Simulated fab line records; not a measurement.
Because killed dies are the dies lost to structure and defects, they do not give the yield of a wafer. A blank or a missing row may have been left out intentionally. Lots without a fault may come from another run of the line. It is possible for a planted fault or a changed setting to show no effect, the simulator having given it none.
Which tool did it?    flow gf180mcu    at 1 step of a route of 602, 7 lots with 21 wafers sampled

## WHAT EACH GAUGE READ, for each wafer
GF_STI_THK_MEAS_30.
lot   measured     on             STI_OXIDATION_02_THK (nm)
L271  day 3 03:17  film_metro-02  10.13 10.13 9.97
L276  day 4 04:25  film_metro-01  10.24 10.31 10.40
L282  day 5 10:10  film_metro-01  10.02 10.05 9.92
L284  day 5 21:56  film_metro-01  10.21 10.36 10.25
L286  day 6 07:49  film_metro-01  9.99 9.96 9.92
L288  day 6 17:55  film_metro-02  9.85 9.80 9.91
L290  day 7 05:35  film_metro-01  10.13 10.03 10.08

## EACH LOT AND THE TOOL THAT RAN IT (in order: tool; ch and the chambers of the sampled wafers; start)
There is no process step in the record ahead of these readings.

## THE ANSWER, worked out from the rows above alone
Rule: the usual values come from the lots themselves. The widest of any qualifying gaps counts: lots, ordered by their means at a reading, are off when they make up no more than a third of the lots, leave a main group of 4 or more, and stand apart from it by 3 or more times the standard deviation of that group's means. The tables above print the reading to a certain number of digits; a main group whose means all agree to those digits is not used. A lot without any number at a reading at which 4 lots or more have one is off too. Where the step has rows for the other lots, those lots are counted as sound.
No lot is off on any of the readings shown, so nothing can be concluded from this.

## WHAT THE SIMULATOR HAD INSERTED
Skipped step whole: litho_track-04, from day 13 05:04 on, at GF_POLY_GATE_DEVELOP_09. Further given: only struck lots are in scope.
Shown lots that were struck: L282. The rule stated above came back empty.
